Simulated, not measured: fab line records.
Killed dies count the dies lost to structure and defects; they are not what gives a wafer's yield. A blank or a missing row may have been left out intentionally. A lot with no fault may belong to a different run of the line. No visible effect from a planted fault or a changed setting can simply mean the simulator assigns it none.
Lot-split experiment :: flow sfq-line :: route with 325 steps; 5 lots, 23 wafers read

## THE SPLIT
At SFQ_TRILAYER_M6_LITHO_PEB_162 (peb time 60 s), the setting peb-temp-c was moved away from the recipe's 115 C on 11 of the 23 wafers read, by -2.2% to +2.7%. All remaining wafers had this setting at the recipe value.

## FROM SPLIT TO READING: 1 step shown by the file between the two
- SFQ_TRILAYER_M6_LITHO_DEVELOP_161: time 60 s

## THE READING
M6.cd-nm (the simulator's own value, which no gauge read), in nm, at SFQ_TRILAYER_M6_BARC_OPEN_METAL_ETCH_206 (etches BARC in O2, target depth 125 nm, time 41.7 s). There is no usual value for it anywhere in the file. Here, 12 wafers ran the recipe; their average is 500.3 nm with a standard deviation of 1.3 nm.

wafer: L075.1
tool, chamber at the split: litho-track-04, 0
peb-temp-c as run, C: 115
against the recipe: recipe
M6.cd-nm, nm: 500.7
against lot-mates on the recipe: -

wafer: L075.5
tool, chamber at the split: litho-track-04, 0
peb-temp-c as run, C: 115
against the recipe: recipe
M6.cd-nm, nm: 501
against lot-mates on the recipe: -

wafer: L075.6
tool, chamber at the split: litho-track-04, 0
peb-temp-c as run, C: 115
against the recipe: recipe
M6.cd-nm, nm: 498.4
against lot-mates on the recipe: -

wafer: L080.1
tool, chamber at the split: litho-track-03, 0
peb-temp-c as run, C: 115
against the recipe: recipe
M6.cd-nm, nm: 500.2
against lot-mates on the recipe: -

wafer: L080.2
tool, chamber at the split: litho-track-03, 0
peb-temp-c as run, C: 116.9
against the recipe: +1.7%
M6.cd-nm, nm: 468.5
against lot-mates on the recipe: -31.5

wafer: L080.3
tool, chamber at the split: litho-track-03, 0
peb-temp-c as run, C: 115
against the recipe: recipe
M6.cd-nm, nm: 499.8
against lot-mates on the recipe: -

wafer: L080.4
tool, chamber at the split: litho-track-03, 0
peb-temp-c as run, C: 116.9
against the recipe: +1.7%
M6.cd-nm, nm: 469.7
against lot-mates on the recipe: -30.3

wafer: L080.5
tool, chamber at the split: litho-track-03, 0
peb-temp-c as run, C: 116.9
against the recipe: +1.7%
M6.cd-nm, nm: 467.1
against lot-mates on the recipe: -32.9

wafer: L081.2
tool, chamber at the split: litho-track-03, 0
peb-temp-c as run, C: 115
against the recipe: recipe
M6.cd-nm, nm: 501.8
against lot-mates on the recipe: -

wafer: L081.3
tool, chamber at the split: litho-track-03, 0
peb-temp-c as run, C: 118.1
against the recipe: +2.7%
M6.cd-nm, nm: 451
against lot-mates on the recipe: -50.0

wafer: L081.4
tool, chamber at the split: litho-track-03, 0
peb-temp-c as run, C: 115
against the recipe: recipe
M6.cd-nm, nm: 500.5
against lot-mates on the recipe: -

wafer: L081.5
tool, chamber at the split: litho-track-03, 0
peb-temp-c as run, C: 118.1
against the recipe: +2.7%
M6.cd-nm, nm: 451.4
against lot-mates on the recipe: -49.6

wafer: L081.6
tool, chamber at the split: litho-track-03, 0
peb-temp-c as run, C: 115
against the recipe: recipe
M6.cd-nm, nm: 500.8
against lot-mates on the recipe: -

wafer: L083.2
tool, chamber at the split: litho-track-04, 0
peb-temp-c as run, C: 115
against the recipe: recipe
M6.cd-nm, nm: 497.8
against lot-mates on the recipe: -

wafer: L083.3
tool, chamber at the split: litho-track-04, 0
peb-temp-c as run, C: 115
against the recipe: recipe
M6.cd-nm, nm: 499.2
against lot-mates on the recipe: -

wafer: L083.4
tool, chamber at the split: litho-track-04, 0
peb-temp-c as run, C: 112.5
against the recipe: -2.2%
M6.cd-nm, nm: 547.8
against lot-mates on the recipe: +49.3

wafer: L083.6
tool, chamber at the split: litho-track-04, 0
peb-temp-c as run, C: 112.5
against the recipe: -2.2%
M6.cd-nm, nm: 547.8
against lot-mates on the recipe: +49.3

wafer: L083.5
tool, chamber at the split: litho-track-04, 0
peb-temp-c as run, C: 112.5
against the recipe: -2.2%
M6.cd-nm, nm: 546.9
against lot-mates on the recipe: +48.4

wafer: L085.1
tool, chamber at the split: litho-track-04, 0
peb-temp-c as run, C: 115
against the recipe: recipe
M6.cd-nm, nm: 502.2
against lot-mates on the recipe: -

wafer: L085.2
tool, chamber at the split: litho-track-04, 0
peb-temp-c as run, C: 113.6
against the recipe: -1.2%
M6.cd-nm, nm: 527.7
against lot-mates on the recipe: +25.8

wafer: L085.4
tool, chamber at the split: litho-track-04, 0
peb-temp-c as run, C: 115
against the recipe: recipe
M6.cd-nm, nm: 501.6
against lot-mates on the recipe: -

wafer: L085.5
tool, chamber at the split: litho-track-04, 0
peb-temp-c as run, C: 113.6
against the recipe: -1.2%
M6.cd-nm, nm: 528.9
against lot-mates on the recipe: +27.0

wafer: L085.6
tool, chamber at the split: litho-track-04, 0
peb-temp-c as run, C: 113.6
against the recipe: -1.2%
M6.cd-nm, nm: 527.8
against lot-mates on the recipe: +25.9

THE FIT
A straight line over all 23 wafers: M6.cd-nm changes by -20.1 nm for each +1% of peb-temp-c; r = -1.00; the points scatter about the line by 2.2 nm.
The same after taking each lot's own level away (the mean of its wafers on the recipe; 23 wafers): -20.3 nm for each +1%; r = -1.00; scatter 2.1 nm.
That fit puts the effect of the largest move of peb-temp-c on the reading at 55 nm.
From 498.50 to 501.90 nm: that is the span of the lots' own levels, equal to 2.6 times the standard deviation above.
Consequently the slope shifts little with the lot-to-lot level, the two slopes agreeing.
Check: -54.2 nm against its lot-mates is what the line predicts for one of the wafers moved furthest among these (+2.7%) when that wafer is left out of the fit. It came out at -50 nm against them.

## ADDITIONAL SPLITS CARRIED BY THESE WAFERS
Before the reading, these wafers also passed through other splits. Each is held against what the fit with the lots' levels taken away leaves over:
other split on the same wafers: SFQ_TRILAYER_C5_BARC_OPEN_VIA_ETCH_210 source-w
wafers away from the commonest value: 7
r with M6.cd-nm (lot level and that fit taken away): +0.14

other split on the same wafers: SFQ_TRILAYER_M6_DEP_SPUTTER_157 time-s
wafers away from the commonest value: 8
r with M6.cd-nm (lot level and that fit taken away): -0.17

## FILE'S OWN FIT
M6.cd-nm changes by -20 nm for each +1% of peb-temp-c, r = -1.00.
